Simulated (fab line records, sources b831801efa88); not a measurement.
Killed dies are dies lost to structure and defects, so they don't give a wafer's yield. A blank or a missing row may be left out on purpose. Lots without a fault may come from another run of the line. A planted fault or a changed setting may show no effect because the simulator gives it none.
Which tool did it? | flow sky130 | 13 lots, 39 wafers sampled, at 5 steps of a route of 708

WHAT THE GAUGES READ, wafer by wafer
SKY_NWELL_THK_MEAS_02.
lot  | measured    | on            | NWELL_OXIDATION_THK (nm)
L422 | day 2 12:08 | film_metro-02 | 10.02 9.99 10.04
L423 | day 2 20:32 | film_metro-03 | 9.91 9.86 9.96
L424 | day 3 00:16 | film_metro-03 | 10.05 10.12 10.20
L425 | day 3 01:47 | film_metro-03 | 9.70 9.85 9.82
L428 | day 3 22:27 | film_metro-03 | 9.78 9.80 9.75
L432 | day 4 17:22 | film_metro-03 | 9.80 9.84 9.72
L433 | day 4 22:32 | film_metro-01 | 10.29 10.26 10.34
L434 | day 5 00:49 | film_metro-03 | 10.22 10.25 10.29
L435 | day 5 07:50 | film_metro-02 | 9.97 10.06 9.89
L436 | day 5 17:26 | film_metro-01 | 10.31 10.03 10.20
L442 | day 6 21:02 | film_metro-03 | 9.89 9.87 9.87
L444 | day 7 06:16 | film_metro-03 | 9.71 9.74 9.85
L445 | day 7 12:53 | film_metro-03 | 9.73 9.89 9.71

SKY_VT_ADJUST_LVTN_OVL_MEAS_18.
lot  | measured     | on         | VT_ADJUST_LVTN_01_OVL (nm)
L422 | day 7 12:25  | overlay-01 | 2.4 -0.5 1.4
L423 | day 8 00:16  | overlay-01 | 0.7 0.7 0.2
L424 | day 8 06:15  | overlay-01 | 2.2 -2.5 -3.4
L425 | day 8 07:49  | overlay-01 | -2.9 -1.2 -1.2
L428 | day 9 11:31  | overlay-02 | -0.4 -0.6 -0.9
L432 | day 10 10:31 | overlay-01 | -0.8 1.2 0.7
L433 | day 10 19:01 | overlay-01 | -1.1 -1.2 -0.9
L434 | day 10 20:49 | overlay-02 | -2.0 -1.0 -1.2
L435 | day 11 06:34 | overlay-02 | -0.9 -0.8 -1.7
L436 | day 11 20:43 | overlay-02 | -3.1 -0.9 -2.6
L442 | day 13 10:36 | overlay-01 | 0.7 0.2 0.5
L444 | day 13 17:51 | overlay-01 | 0.4 0.8 0.6
L445 | day 14 03:19 | overlay-02 | 0.3 -2.8 -1.3

SKY_VT_ADJUST_LVTN_TW_MEAS_21.
lot  | measured     | on            | VT_ADJUST_LVTN_2_TW
L422 | day 7 12:43  | film_metro-03 | 187.0 188.3 188.3
L423 | day 8 00:33  | film_metro-01 | 189.4 189.2 189.5
L424 | day 8 06:32  | film_metro-03 | 190.1 188.6 190.4
L425 | day 8 08:06  | film_metro-01 | 189.7 188.5 189.9
L428 | day 9 11:48  | film_metro-04 | 189.3 188.8 188.2
L432 | day 10 10:48 | film_metro-03 | 188.1 187.9 188.5
L433 | day 10 19:18 | film_metro-01 | 201.9 203.2 203.1
L434 | day 10 21:06 | film_metro-04 | 190.0 189.9 191.7
L435 | day 11 06:52 | film_metro-01 | 200.4 202.2 201.2
L436 | day 11 21:00 | film_metro-03 | 188.4 187.9 188.1
L442 | day 13 10:53 | film_metro-04 | 189.1 189.6 189.9
L444 | day 13 18:08 | film_metro-03 | 187.7 185.9 186.8
L445 | day 14 03:36 | film_metro-01 | 187.3 188.3 186.5

SKY_VT_ADJUST_HVTR_TW_MEAS_11.
lot  | measured     | on            | VT_ADJUST_HVTR_TW
L422 | day 9 06:12  | film_metro-03 | 211.9 212.0 212.4
L423 | day 9 19:48  | film_metro-01 | 212.7 212.0 210.3
L424 | day 10 01:23 | film_metro-02 | 212.8 212.8 212.2
L425 | day 10 02:20 | film_metro-03 | 210.2 211.1 210.5
L428 | day 11 08:43 | film_metro-03 | 211.2 211.2 211.9
L432 | day 12 10:04 | film_metro-02 | 210.8 211.5 211.7
L433 | day 12 17:58 | film_metro-03 | 211.0 211.0 212.1
L434 | day 12 21:32 | film_metro-03 | 212.0 211.8 211.2
L435 | day 13 06:00 | film_metro-03 | 210.4 211.2 209.6
L436 | day 13 21:51 | film_metro-01 | 211.3 211.9 212.1
L442 | day 15 13:50 | film_metro-03 | 210.4 209.8 210.3
L444 | day 15 23:54 | film_metro-02 | 212.6 212.7 212.3
L445 | day 16 10:37 | film_metro-03 | 210.6 210.5 210.2

WHICH TOOL RAN EACH LOT (tool, then ch and the chambers of the sampled wafers, then the start)
lot  | SKY_VT_ADJUST_LVTN_IMPLANT_19
L422 | implanter-01 ch 0, day 7 12:28
L423 | implanter-02 ch 0, day 8 00:18
L424 | implanter-02 ch 0, day 8 06:17
L425 | implanter-01 ch 0, day 8 07:51
L428 | implanter-01 ch 0, day 9 11:33
L432 | implanter-04 ch 0, day 10 10:33
L433 | implanter-01 ch 0, day 10 19:03
L434 | implanter-02 ch 0, day 10 20:53
L435 | implanter-01 ch 0, day 11 06:37
L436 | implanter-04 ch 0, day 11 20:46
L442 | implanter-01 ch 0, day 13 10:38
L444 | implanter-02 ch 0, day 13 17:54
L445 | implanter-01 ch 0, day 14 03:22
- SKY_VT_ADJUST_LVTN_IMPLANT_19

WHAT THE TOOLS THEMSELVES READ (means of the sampled wafers that have a number; where no wafer has one, the mark that the record gives instead)
SKY_VT_ADJUST_LVTN_IMPLANT_19.
lot  | tool         | beam_on_s (s) | faraday_current_uA
L422 | implanter-01 | 10.12         | 3.61
L423 | implanter-02 | 10.01         | 3.67
L424 | implanter-02 | 9.85          | 3.72
L425 | implanter-01 | 9.90          | 3.70
L428 | implanter-01 | 10.20         | 3.59
L432 | implanter-04 | 10.32         | 3.56
L433 | implanter-01 | 12.52         | 2.92
L434 | implanter-02 | 9.78          | 3.74
L435 | implanter-01 | 12.68         | 2.89
L436 | implanter-04 | 9.90          | 3.70
L442 | implanter-01 | 10.06         | 3.64
L444 | implanter-02 | 9.99          | 3.66
L445 | implanter-01 | 10.28         | 3.57

THE ANSWER, worked out from the rows above alone
Rule: what is usual is taken from the lots themselves. Put in order of their means at a reading, lots are off if they are a third of the lots or fewer, leave a main group of 4 or more, and stand apart from it by a gap of 3 or more times the standard deviation of the main group's means; of several such gaps the widest counts. A main group whose means are all the same, to the digits that the tables above print for the reading, isn't used. A lot without any number at a reading at which 4 lots or more have one is off too. The other lots that the step has rows for count as sound. The gauges are gone through in route order, then the tools' own readings, and for those a lot's mean is taken as printed above. The first step at which some lot is off is used, and at that step the reading that is off furthest; a lot without a number counts as furthest.
Off: L433, L435, at SKY_VT_ADJUST_LVTN_TW_MEAS_21 (VT_ADJUST_LVTN_2_TW). The main group: mean 188.7, standard deviation 1.1.
A tool fits if, at a process step before that reading, it ran every lot that is off, and no sound lot after the first of them. The gauges at SKY_VT_ADJUST_LVTN_TW_MEAS_21 aren't tried: what is off there is off at SKY_VT_ADJUST_LVTN_IMPLANT_19 too, on other tools, and a gauge's error can't cause that. None of those tried fits.

WHAT THE SIMULATOR HAD PUT IN
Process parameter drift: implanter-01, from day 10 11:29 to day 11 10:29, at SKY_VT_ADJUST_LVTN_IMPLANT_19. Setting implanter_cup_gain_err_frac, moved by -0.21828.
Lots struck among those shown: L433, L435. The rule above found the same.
